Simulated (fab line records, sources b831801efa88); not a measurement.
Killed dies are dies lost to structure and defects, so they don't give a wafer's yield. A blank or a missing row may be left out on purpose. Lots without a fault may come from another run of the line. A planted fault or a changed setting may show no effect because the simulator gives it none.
One fault seen from 2 desks | flow sky130 | each desk has only its own numbers; what lay behind them comes last

THE METROLOGY DESK
What the gauges read, lot by lot, whatever tool the lot ran on: means of the sampled wafers that have a number. A lot is out of limits, marked OUT, if its mean lies more than 4 standard deviations from the usual mean; the brackets give that distance.
Columns: A = VIA3_W_RS at SKY_VIA3_RS_MEAS_22, usual 0.295 ohm/sq
lot  | first seen here | A
L677 | day 40 12:52    | 0.295
L679 | day 40 19:25    | 0.296
L680 | day 41 06:58    | 0.299
L681 | day 41 10:17    | 0.294
L683 | day 42 05:04    | 0.292
L684 | day 42 07:33    | 0.300
L690 | day 44 00:04    | 0.295
L691 | day 44 07:23    | 0.292
L693 | day 44 19:28    | 0.295
L696 | day 45 13:26    | 0.289
L699 | day 46 11:13    | 0.296
L698 | day 46 16:14    | 0.293
This desk's finding: nothing out of limits on any of the 12 lots.

THE TOOL OWNER'S DESK: pecvd-03
The tool's own readings at SKY_PASSIVATION_CVD_00 (deposits SiO2, target thk 90 nm): means of the sampled wafers that have a number, for each lot that ran on this tool. A lot is out of limits, marked OUT, if its mean lies more than 4 standard deviations from the usual mean; the brackets give that distance.
Columns: A = heater_power_w at SKY_PASSIVATION_CVD_00, usual 692 W
lot  | first seen here | A
L680 | day 45 10:16    | 662
L690 | day 47 17:49    | 736
L691 | day 48 01:32    | 747
This desk's finding: nothing out of limits on any of the 3 lots.

PUT TOGETHER
The metrology desk saw nothing out of limits.
The tool owner's desk saw nothing out of limits.

WHAT THE SIMULATOR HAD PUT IN
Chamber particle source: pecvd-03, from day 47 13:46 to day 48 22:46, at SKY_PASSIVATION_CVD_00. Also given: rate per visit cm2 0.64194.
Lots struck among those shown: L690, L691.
